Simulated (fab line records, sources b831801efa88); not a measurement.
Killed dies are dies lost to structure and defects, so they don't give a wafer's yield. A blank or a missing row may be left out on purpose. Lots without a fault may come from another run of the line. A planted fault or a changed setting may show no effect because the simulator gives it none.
Which tool did it? | flow sky130 | 11 lots, 32 wafers sampled, at 5 steps of a route of 708

WHAT THE GAUGES READ, wafer by wafer
SKY_VIA4_THK_MEAS_01.
lot  | measured     | on            | VIA4_HDPCVD_THK (nm)
L938 | day 41 22:36 | film_metro-01 | 1754 1759 1758
L940 | day 43 08:25 | film_metro-01 | 1705 1717 1757
L943 | day 43 13:26 | film_metro-01 | 541 1749 1709
L944 | day 43 19:26 | film_metro-03 | 561 551
L949 | day 45 10:11 | film_metro-04 | 1763 1723 1740
L951 | day 45 14:48 | film_metro-01 | 1762 1769 1718
L956 | day 47 02:24 | film_metro-01 | 1734 1748 1745
L958 | day 47 08:16 | film_metro-03 | 1709 1733 1739
L957 | day 47 09:25 | film_metro-04 | 1741 1760 1745
L959 | day 47 12:17 | film_metro-04 | 1759 1710 1711
L960 | day 47 14:43 | film_metro-03 | 1751 1761 1749

WHICH TOOL RAN EACH LOT (tool, then ch and the chambers of the sampled wafers, then the start)
lot  | SKY_VIA3_STRIP_16                    | SKY_METAL4_SPUTTER_03        | SKY_CAP2M_SPUTTER_02         | SKY_VIA4_HDPCVD_00
L938 | plasma_asher-04 ch 0,1, day 39 19:33 | pvd_sputter-04, day 39 20:55 | pvd_sputter-01, day 39 21:04 | hdpcvd-01 ch 0,1, day 41 22:25
L940 | plasma_asher-04 ch 0,1, day 41 06:25 | pvd_sputter-01, day 41 07:48 | pvd_sputter-04, day 41 07:57 | hdpcvd-01 ch 0,1, day 43 08:14
L943 | plasma_asher-03 ch 0,1, day 41 12:03 | pvd_sputter-01, day 41 13:33 | pvd_sputter-02, day 41 13:42 | hdpcvd-01 ch 0,1,2, day 43 13:16
L944 | plasma_asher-02 ch 1, day 41 17:22   | pvd_sputter-01, day 41 18:46 | pvd_sputter-01, day 41 18:55 | hdpcvd-01 ch 0, day 43 19:15
L949 | plasma_asher-02 ch 0,1, day 43 11:45 | pvd_sputter-04, day 43 13:04 | pvd_sputter-02, day 43 13:13 | hdpcvd-02 ch 0,1,2, day 45 10:04
L951 | plasma_asher-02 ch 0,1, day 43 16:24 | pvd_sputter-01, day 43 17:43 | pvd_sputter-04, day 43 17:52 | hdpcvd-02 ch 0,1,2, day 45 14:41
L956 | plasma_asher-03 ch 0,1, day 45 04:57 | pvd_sputter-01, day 45 06:20 | pvd_sputter-04, day 45 06:29 | hdpcvd-01 ch 0,1, day 47 02:13
L958 | plasma_asher-02 ch 0,1, day 45 10:36 | pvd_sputter-01, day 45 12:02 | pvd_sputter-02, day 45 12:11 | hdpcvd-01 ch 0,2, day 47 08:05
L957 | plasma_asher-02 ch 0,1, day 45 11:56 | pvd_sputter-04, day 45 13:14 | pvd_sputter-02, day 45 13:23 | hdpcvd-01 ch 0,1,2, day 47 09:13
L959 | plasma_asher-02 ch 0,1, day 45 14:28 | pvd_sputter-01, day 45 15:49 | pvd_sputter-02, day 45 15:58 | hdpcvd-02 ch 0,2, day 47 12:06
L960 | plasma_asher-02 ch 0,1, day 45 18:40 | pvd_sputter-04, day 45 20:01 | pvd_sputter-01, day 45 20:10 | hdpcvd-02 ch 1,2, day 47 14:32
- SKY_VIA3_STRIP_16: strips in O2/N2.
- SKY_METAL4_SPUTTER_03: material Ti, target thk 5 nm, time 3.3 s.
- SKY_CAP2M_SPUTTER_02: material TiN, target thk 200 nm, time 166.7 s.
- SKY_VIA4_HDPCVD_00: deposits SiO2, target thk 1750 nm, time 291.7 s.

WHAT THE TOOLS THEMSELVES READ (means of the sampled wafers that have a number; where no wafer has one, the mark that the record gives instead)
SKY_VIA3_STRIP_16.
lot  | tool            | drypump_motor_current_A (A) | oes_product_au (a.u.) | strip_time_to_endpoint_s (s)
L938 | plasma_asher-04 | 5.8                         | 0.404                 | 4.155
L940 | plasma_asher-04 | 5.8                         | 0.403                 | 4.156
L943 | plasma_asher-03 | 5.6                         | 0.401                 | 4.151
L944 | plasma_asher-02 | 5.1                         | 0.401                 | 4.142
L949 | plasma_asher-02 | 5.7                         | 0.402                 | 4.130
L951 | plasma_asher-02 | 5.8                         | 0.407                 | 4.153
L956 | plasma_asher-03 | 6.1                         | 0.397                 | 4.135
L958 | plasma_asher-02 | 5.4                         | 0.395                 | 4.161
L957 | plasma_asher-02 | 5.8                         | 0.402                 | 4.165
L959 | plasma_asher-02 | 5.4                         | 0.400                 | 4.154
L960 | plasma_asher-02 | 5.4                         | 0.404                 | 4.136

SKY_METAL4_SPUTTER_03.
lot  | tool           | chamber_pressure_pa (Pa) | throttle_valve_pct (%)
L938 | pvd_sputter-04 | 0.3993                   | 30.8
L940 | pvd_sputter-01 | 0.4000                   | 30.4
L943 | pvd_sputter-01 | 0.3994                   | 30.4
L944 | pvd_sputter-01 | 0.3999                   | 30.2
L949 | pvd_sputter-04 | 0.3997                   | 30.8
L951 | pvd_sputter-01 | 0.4001                   | 30.7
L956 | pvd_sputter-01 | 0.3998                   | 30.4
L958 | pvd_sputter-01 | 0.3997                   | 30.1
L957 | pvd_sputter-04 | 0.3995                   | 30.9
L959 | pvd_sputter-01 | 0.4003                   | 30.7
L960 | pvd_sputter-04 | 0.3993                   | 31.7

SKY_CAP2M_SPUTTER_02.
lot  | tool           | chamber_pressure_pa (Pa) | susceptor_temp_C (C) | throttle_valve_pct (%)
L938 | pvd_sputter-01 | 0.4002                   | 300.12               | 30.1
L940 | pvd_sputter-04 | 0.4002                   | 300.02               | 30.8
L943 | pvd_sputter-02 | 0.3996                   | 300.08               | 29.2
L944 | pvd_sputter-01 | 0.3996                   | 299.99               | 30.2
L949 | pvd_sputter-02 | 0.4005                   | 299.97               | 29.9
L951 | pvd_sputter-04 | 0.4005                   | 299.95               | 29.5
L956 | pvd_sputter-04 | 0.4002                   | 299.87               | 31.7
L958 | pvd_sputter-02 | 0.4001                   | 299.70               | 28.9
L957 | pvd_sputter-02 | 0.4001                   | 300.08               | 29.6
L959 | pvd_sputter-02 | 0.3992                   | 300.11               | 29.4
L960 | pvd_sputter-01 | 0.3997                   | 299.98               | 30.0

SKY_VIA4_HDPCVD_00.
lot  | tool      | susceptor_temp_C (C)
L938 | hdpcvd-01 | 399.85
L940 | hdpcvd-01 | 399.87
L943 | hdpcvd-01 | 400.12
L944 | hdpcvd-01 | 400.08
L949 | hdpcvd-02 | 399.95
L951 | hdpcvd-02 | 400.16
L956 | hdpcvd-01 | 400.40
L958 | hdpcvd-01 | 400.24
L957 | hdpcvd-01 | 400.02
L959 | hdpcvd-02 | 400.06
L960 | hdpcvd-02 | 399.98

THE ANSWER, worked out from the rows above alone
Rule: what is usual is taken from the lots themselves. Put in order of their means at a reading, lots are off if they are a third of the lots or fewer, leave a main group of 4 or more, and stand apart from it by a gap of 3 or more times the standard deviation of the main group's means; of several such gaps the widest counts. A main group whose means are all the same, to the digits that the tables above print for the reading, isn't used. A lot without any number at a reading at which 4 lots or more have one is off too. The other lots that the step has rows for count as sound. The gauges are gone through in route order, then the tools' own readings, and for those a lot's mean is taken as printed above. The first step at which some lot is off is used, and at that step the reading that is off furthest; a lot without a number counts as furthest.
Off: L943, L944, at SKY_VIA4_THK_MEAS_01 (VIA4_HDPCVD_THK). The main group: mean 1741 nm, standard deviation 11.
A tool fits if, at a process step before that reading, it ran every lot that is off, and no sound lot after the first of them. The gauges at SKY_VIA4_THK_MEAS_01 are tried like those tools. None of those tried fits.

WHAT THE SIMULATOR HAD PUT IN
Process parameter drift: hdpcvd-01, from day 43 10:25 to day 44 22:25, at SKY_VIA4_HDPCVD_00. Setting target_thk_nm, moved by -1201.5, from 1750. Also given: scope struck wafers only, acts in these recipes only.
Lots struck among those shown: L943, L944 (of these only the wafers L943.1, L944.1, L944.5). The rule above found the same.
